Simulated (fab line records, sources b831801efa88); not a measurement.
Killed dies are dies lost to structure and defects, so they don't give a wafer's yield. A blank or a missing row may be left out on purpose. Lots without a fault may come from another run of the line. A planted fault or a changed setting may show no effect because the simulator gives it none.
A struck lot beside a sound one | flow sky130 | 15 steps out of a route of 708
Sound: wafers L953.1, L953.4, L953.5. Struck: wafers L966.2, L966.4, L966.5. The cause comes at the end.
At each step with rows: each side's tool, then ch and its chambers, then its first start. Under that, the readings that differ: sound wafers | struck wafers | difference of the means | sigmas: that difference in standard deviations of wafers without a fault.
alike: readings whose means differ by less than 2 such deviations, and words and numbers that are the same on both sides. not compared: withheld readings, readings that some wafer has no value for, bounds like >300 that may hide the same value, and numbers for which the record gives no deviation and whose values overlap.
The two part at a step that has a row with sigmas, a row that says differs or no value, or rows on one side only. Numbers that don't overlap but have no deviation are shown without sigmas and don't part them. A reading that every wafer of one side lacks parts them only if that side has two wafers or more.

SKY_RES_PROTECT_STRIP_07: strips in O2/N2.
  sound on plasma_asher-04 ch 0,1, day 15 10:14; struck on plasma_asher-02 ch 0, day 20 15:14
  alike: drypump_motor_current_A, oes_product_au, strip_time_to_endpoint_s
  not compared: rf_hours_counter_h
SKY_RES_PROTECT_TW_MEAS_08:
  sound on film_metro-01, day 15 10:20; struck on film_metro-01, day 20 15:20
  alike: POLY_GATE_TW
then, 2 steps without rows for these wafers: SKY_RES_PROTECT_CLEAN_09 (cleans in SC1/SC2, time 150 s); SKY_POLY_GATE_CVD_03 (deposits Si3N4 from DCS/NH3, target thk 75 nm, time 1290 s).
SKY_POLY_GATE_THK_MEAS_04:
  sound on film_metro-04, day 15 11:48; struck on film_metro-01, day 20 16:49
  alike: POLY_GATE_CVD_03_THK
then, 7 steps without rows for these wafers: SKY_POLY_GATE_DEHYDRATE_05 (time 60 s); SKY_POLY_GATE_HMDS_06 (prime time 60 s); SKY_POLY_GATE_COAT_07 (resist thk 110 nm); SKY_POLY_GATE_COAT_08 (resist thk 450 nm); SKY_POLY_GATE_SOFTBAKE_09 (time 90 s); SKY_POLY_GATE_EXPOSE_10 (exposes mask P1M, target cd 150 nm); SKY_POLY_GATE_PEB_11.
SKY_POLY_GATE_DEVELOP_12: develop time 60 s.
  sound on litho_track-03 ch 0, day 16 15:00; struck on litho_track-01 ch 0, day 21 22:00
  reading              | sound             | struck            | difference | sigmas
  developer_temp_C (C) | 21.09 21.07 21.08 | 21.58 21.51 21.59 | +0.48      | +4
SKY_POLY_GATE_CD_MEAS_13: target cd 150 nm.
  sound on cd_sem-01, day 16 16:04; struck on cd_sem-02, day 21 23:05
  alike: cd_nm
-- the record jumps here: 28 days lie between the struck wafers' starts before and after (it left off in module POLY_GATE and takes up again in module PAD_OPEN, whose first step shown is number 708 of the route) --
SKY_PAD_OPEN_PROBE_99:
  sound on prober-02, day 45 23:41; struck on prober-02, day 49 12:32
  alike: killed_at_M0_to_M3, killed_at_M4_up, killed_at_contacts, killed_at_front_end, killed_at_other, killed_dies, killed_open, killed_short

WHERE THEY PART
Only at SKY_POLY_GATE_DEVELOP_12, within this record. Later steps at which nothing parts them and some readings are alike: SKY_POLY_GATE_CD_MEAS_13, SKY_PAD_OPEN_PROBE_99.

WHY: what the simulator had put in
Process parameter drift: litho_track-01, from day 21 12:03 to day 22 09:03, at SKY_POLY_GATE_DEVELOP_12. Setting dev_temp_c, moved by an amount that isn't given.
